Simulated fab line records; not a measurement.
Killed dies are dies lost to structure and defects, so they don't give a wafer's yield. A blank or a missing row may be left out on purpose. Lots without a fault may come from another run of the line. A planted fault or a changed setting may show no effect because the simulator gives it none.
What tool caused it? + flow sky130 + 36 wafers from 12 lots sampled at 4 of the route's 708 steps

== WHAT THE GAUGES READ, wafer by wafer ==
SKY_GATE_OXIDE_TW_MEAS_14. Usual: for GATE_OXIDE_TW the level is 224.4 and the standard deviation is 2.8.
| lot  | measured     | on           | GATE_OXIDE_TW     | flag |
|------|--------------|--------------|-------------------|------|
| L935 | day 14 08:28 | filmMetro-04 | 223.7 222.6 223.5 |      |
| L937 | day 15 04:17 | filmMetro-02 | 229.1 226.9 228.1 |      |
| L938 | day 15 13:31 | filmMetro-04 | 225.4 225.8 225.2 |      |
| L939 | day 15 18:04 | filmMetro-02 | 228.0 228.2 228.6 |      |
| L943 | day 17 05:15 | filmMetro-04 | 223.1 223.8 225.3 |      |
| L944 | day 17 12:30 | filmMetro-04 | 223.1 225.9 224.6 |      |
| L947 | day 18 18:39 | filmMetro-01 | 220.4 218.8 219.4 |      |
| L948 | day 19 05:13 | filmMetro-01 | 221.3 220.5 221.1 |      |
| L950 | day 19 21:35 | filmMetro-02 | 227.5 227.5 226.7 |      |
| L954 | day 21 11:42 | filmMetro-04 | 224.7 224.5 226.2 |      |
| L955 | day 21 20:29 | filmMetro-01 | 221.5 221.5 221.9 |      |
| L956 | day 22 02:35 | filmMetro-01 | 221.8 221.0 220.6 |      |

SKY_LDD_N_TW_MEAS_17. Usual: for LDD_N_TW the level is 2592 and the standard deviation is 30.
| lot  | measured     | on           | LDD_N_TW       | flag |
|------|--------------|--------------|----------------|------|
| L935 | day 18 08:29 | filmMetro-01 | 2539 2519 2547 |      |
| L937 | day 19 06:26 | filmMetro-01 | 2554 2553 2530 |      |
| L938 | day 19 12:17 | filmMetro-01 | 2550 2532 2546 |      |
| L939 | day 19 20:01 | filmMetro-02 | 2627 2615 2630 |      |
| L943 | day 21 14:31 | filmMetro-02 | 2601 2629 2620 |      |
| L944 | day 21 23:35 | filmMetro-01 | 2549 2564 2551 |      |
| L947 | day 22 23:20 | filmMetro-03 | 2605 2593 2594 |      |
| L948 | day 23 09:25 | filmMetro-02 | 2626 2626 2623 |      |
| L950 | day 24 01:38 | filmMetro-01 | 2547 2556 2558 |      |
| L954 | day 25 14:50 | filmMetro-01 | 2561 2565 2556 |      |
| L955 | day 25 23:43 | filmMetro-03 | 2599 2605 2608 |      |
| L956 | day 26 05:25 | filmMetro-02 | 2604 2628 2603 |      |

== WHICH TOOL RAN EACH LOT (tool, then ch and the chambers of the sampled wafers, then the start) ==
| lot  | SKY_POLY_GATE_ETCH_17           | SKY_LDD_N_STRIP_16                  |
|------|---------------------------------|-------------------------------------|
| L935 | rieSi-01 ch 1,2, day 16 23:05   | plasmaAsher-02 ch 0,1, day 18 08:22 |
| L937 | rieSi-02 ch 0,2,3, day 17 20:46 | plasmaAsher-04 ch 0,1, day 19 06:20 |
| L938 | rieSi-02 ch 0,3, day 18 03:31   | plasmaAsher-03 ch 0,1, day 19 12:10 |
| L939 | rieSi-02 ch 0,2, day 18 09:22   | plasmaAsher-02 ch 0,1, day 19 19:55 |
| L943 | rieSi-02 ch 1,3, day 20 04:16   | plasmaAsher-03 ch 0,1, day 21 14:25 |
| L944 | rieSi-02 ch 0,1,3, day 20 12:49 | plasmaAsher-02 ch 0,1, day 21 23:29 |
| L947 | rieSi-02 ch 0,1, day 21 13:55   | plasmaAsher-04 ch 0,1, day 22 23:15 |
| L948 | rieSi-01 ch 0,1,2, day 21 23:55 | plasmaAsher-04 ch 1, day 23 09:19   |
| L950 | rieSi-01 ch 1,2,3, day 22 16:25 | plasmaAsher-02 ch 0,1, day 24 01:32 |
| L954 | rieSi-01 ch 0,1,3, day 24 06:22 | plasmaAsher-03 ch 0,1, day 25 14:46 |
| L955 | rieSi-02 ch 1,2, day 24 15:10   | plasmaAsher-03 ch 0,1, day 25 23:37 |
| L956 | rieSi-01 ch 0,3, day 24 21:25   | plasmaAsher-02 ch 0,1, day 26 05:19 |
- SKY_POLY_GATE_ETCH_17: etches poly-Si in HBr/Cl2, stops on SiO2, target depth 180 nm, time 70.5 s.
- SKY_LDD_N_STRIP_16: strips in O2/N2.

== WHAT THE TOOLS THEMSELVES READ (means of the sampled wafers that have a number; where no wafer has one, the mark that the record gives instead) ==
SKY_POLY_GATE_ETCH_17. Usual: HBr_flow_sccm 150.0 sccm, standard deviation 0.46; drypumpMotorCurrentA 5.7 A, standard deviation 0.33; oesProductAu 0.986 a.u., standard deviation 0.0067; throttleValvePct 33.684 %, standard deviation 0.0092.
| lot  | tool     | HBr_flow_sccm (sccm) | drypumpMotorCurrentA (A) | oesProductAu (a.u.) | throttleValvePct (%) | flag |
|------|----------|----------------------|--------------------------|---------------------|----------------------|------|
| L935 | rieSi-01 | 149.8                | 5.9                      | 0.989               | 33.689               |      |
| L937 | rieSi-02 | 150.0                | 5.9                      | 0.988               | 33.683               |      |
| L938 | rieSi-02 | 149.6                | 6.1                      | 0.985               | 33.696               |      |
| L939 | rieSi-02 | 150.3                | 5.7                      | 0.989               | 33.685               |      |
| L943 | rieSi-02 | 149.9                | 5.6                      | 0.978               | 33.681               |      |
| L944 | rieSi-02 | 149.6                | 5.9                      | 0.984               | 33.687               |      |
| L947 | rieSi-02 | 150.1                | 5.8                      | 0.980               | 33.681               |      |
| L948 | rieSi-01 | 150.2                | 5.9                      | 0.988               | 33.674               |      |
| L950 | rieSi-01 | 149.7                | 5.6                      | 0.984               | 33.677               |      |
| L954 | rieSi-01 | 149.5                | 5.7                      | 0.980               | 33.685               |      |
| L955 | rieSi-02 | 149.8                | 5.4                      | 1.004               | 33.686               |      |
| L956 | rieSi-01 | 149.8                | 5.7                      | 0.986               | 33.683               |      |

SKY_LDD_N_STRIP_16. Usual: drypumpMotorCurrentA 5.88 A, standard deviation 0.25; o2FlowSccm 3001 sccm, standard deviation 9.5; oesProductAu 0.406 a.u., standard deviation 0.0047; stripTimeToEndpointS 4.316 s, standard deviation 0.016.
| lot  | tool           | drypumpMotorCurrentA (A) | o2FlowSccm (sccm) | oesProductAu (a.u.) | stripTimeToEndpointS (s) | flag |
|------|----------------|--------------------------|-------------------|---------------------|--------------------------|------|
| L935 | plasmaAsher-02 | 5.82                     | 2998              | 0.411               | 4.308                    |      |
| L937 | plasmaAsher-04 | 6.13                     | 3001              | 0.405               | 4.317                    |      |
| L938 | plasmaAsher-03 | 5.58                     | 3004              | 0.401               | 4.331                    |      |
| L939 | plasmaAsher-02 | 5.81                     | 2990              | 0.399               | 4.317                    |      |
| L943 | plasmaAsher-03 | 5.58                     | 2994              | 0.409               | 4.301                    |      |
| L944 | plasmaAsher-02 | 5.85                     | 3005              | 0.405               | 4.312                    |      |
| L947 | plasmaAsher-04 | 6.19                     | 3003              | 0.411               | 4.321                    |      |
| L948 | plasmaAsher-04 | 6.07                     | 3000              | 0.404               | 4.303                    |      |
| L950 | plasmaAsher-02 | 5.92                     | 2990              | 0.650               | -                        | OFF  |
| L954 | plasmaAsher-03 | 5.57                     | 3008              | 0.406               | 4.319                    |      |
| L955 | plasmaAsher-03 | 5.57                     | 3002              | 0.405               | 4.292                    |      |
| L956 | plasmaAsher-02 | 5.83                     | 3003              | 0.407               | 4.332                    |      |

== THE ANSWER, worked out from the rows above alone ==
Rule: a lot is off if the mean of its wafers that have a number lies more than 3 standard deviations from the usual mean. A lot without any number at a reading at which 4 lots or more have one is off too. Any other lot the step has rows for is counted as sound. The gauges are gone through in route order, then the tools' own readings, and for those a lot's mean is taken as printed above. At the first step where some lot is off, the reading lying furthest off is the one used; lots without a number count as furthest.
Off at SKY_LDD_N_STRIP_16 (stripTimeToEndpointS): L950. Without a number there: L950.
A tool fits if, at that step or a process step before it, it ran every lot that is off, and no sound lot after the first of them. No candidate that was tried fits.

== WHAT THE SIMULATOR HAD PUT IN ==
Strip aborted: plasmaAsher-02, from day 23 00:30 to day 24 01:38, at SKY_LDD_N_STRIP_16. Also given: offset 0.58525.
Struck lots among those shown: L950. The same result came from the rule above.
